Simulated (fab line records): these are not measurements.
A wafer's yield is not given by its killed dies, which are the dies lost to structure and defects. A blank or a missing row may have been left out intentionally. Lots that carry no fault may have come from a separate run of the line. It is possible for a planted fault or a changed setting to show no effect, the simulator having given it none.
Check of tool commonality | flow gf180mcu | Sample size 12 lots and 36 wafers

== THE REASON FOR OPENING IT ==
At GF_HV_LDD_TW_MEAS_23 the reading HV_LDD_2_TW is flagged on 2 of 12 lots. No-fault wafers: 1049, standard deviation 5.1.
Rule: a lot is flagged when every wafer of it that has a number lies more than 4 standard deviations from that mean, or none has a number. The other lots count as sound.

lot  | measured     | on            | HV_LDD_2_TW, wafer by wafer | flag
L301 | day 10 19:25 | film_metro-04 | 1058 1056 1064              |
L304 | day 11 16:34 | film_metro-04 | 1050 1053 1043              |
L305 | day 11 22:58 | film_metro-01 | 1813 1816 1813              | FLAGGED
L306 | day 12 07:07 | film_metro-02 | 1827 1814 1817              | FLAGGED
L314 | day 15 05:02 | film_metro-01 | 1056 1044 1050              |
L315 | day 15 10:36 | film_metro-02 | 1065 1054 1059              |
L316 | day 15 20:14 | film_metro-04 | 1050 1052 1046              |
L317 | day 16 05:25 | film_metro-01 | 1051 1049 1053              |
L320 | day 17 06:28 | film_metro-01 | 1047 1043 1040              |
L322 | day 17 19:20 | film_metro-01 | 1049 1041 1048              |
L323 | day 18 00:19 | film_metro-01 | 1048 1040 1049              |
L324 | day 18 05:40 | film_metro-04 | 1050 1047 1051              |
On average the flagged lots read 1817, which is +768 against the usual, or +99 or more standard deviations.

== WHICH TOOL RAN EACH LOT ==
The record holds 1 process step before the reading, out of a route of 602 steps. Cell contents, in order: the tool; ch with the chambers the sampled wafers went through; the start.
lot  | flag    | GF_HV_LDD_IMPLANT_21
L301 |         | implanter-02 ch 0, day 10 19:10
L304 |         | implanter-02 ch 0, day 11 16:20
L305 | FLAGGED | implanter-02 ch 0, day 11 22:44
L306 | FLAGGED | implanter-02 ch 0, day 12 06:52
L314 |         | implanter-03 ch 0, day 15 04:48
L315 |         | implanter-03 ch 0, day 15 10:21
L316 |         | implanter-02 ch 0, day 15 19:56
L317 |         | implanter-03 ch 0, day 16 05:10
L320 |         | implanter-04 ch 0, day 17 06:14
L322 |         | implanter-02 ch 0, day 17 19:05
L323 |         | implanter-02 ch 0, day 18 00:05
L324 |         | implanter-02 ch 0, day 18 05:25
What the steps here do:
- GF_HV_LDD_IMPLANT_21
- GF_HV_LDD_TW_MEAS_23

== FLAGGED AGAINST TOTAL, ONE TOOL AT A TIME (gauges that did the reading follow at the end) ==
step                 | tool          | lots run | flagged | share of the flagged lots | sound lots run after its first flagged lot
GF_HV_LDD_IMPLANT_21 | implanter-02  | 8        | 2       | all                       | 4 (L316,L322,L323,L324)
GF_HV_LDD_IMPLANT_21 | implanter-03  | 3        | 0       | none                      | -
GF_HV_LDD_IMPLANT_21 | implanter-04  | 1        | 0       | none                      | -
GF_HV_LDD_TW_MEAS_23 | film_metro-01 | 6        | 1       | some                      | 5 (L314,L317,L320,L322,L323)
GF_HV_LDD_TW_MEAS_23 | film_metro-02 | 2        | 1       | some                      | 1 (L315)
GF_HV_LDD_TW_MEAS_23 | film_metro-04 | 4        | 0       | none                      | -

== WHAT IS ALLOWED BY THE TABLE ==
Rows of the table that ran each flagged lot: 1, that is implanter-02 at GF_HV_LDD_IMPLANT_21.
- implanter-02 at GF_HV_LDD_IMPLANT_21 ran 8 lots, 2 of them flagged. Sound lots ran on it after the first flagged one (L316, L322, L323, L324), which a lasting fault on the whole tool wouldn't allow. Its own readings lie more than 4 standard deviations out on every wafer of the flagged lots: beam_on_s, dose_ions_cm2, faraday_current_uA.
Not one row of the table ran every flagged lot while running no sound lot after the first.

== WHAT THE SIMULATOR HAD PUT IN ==
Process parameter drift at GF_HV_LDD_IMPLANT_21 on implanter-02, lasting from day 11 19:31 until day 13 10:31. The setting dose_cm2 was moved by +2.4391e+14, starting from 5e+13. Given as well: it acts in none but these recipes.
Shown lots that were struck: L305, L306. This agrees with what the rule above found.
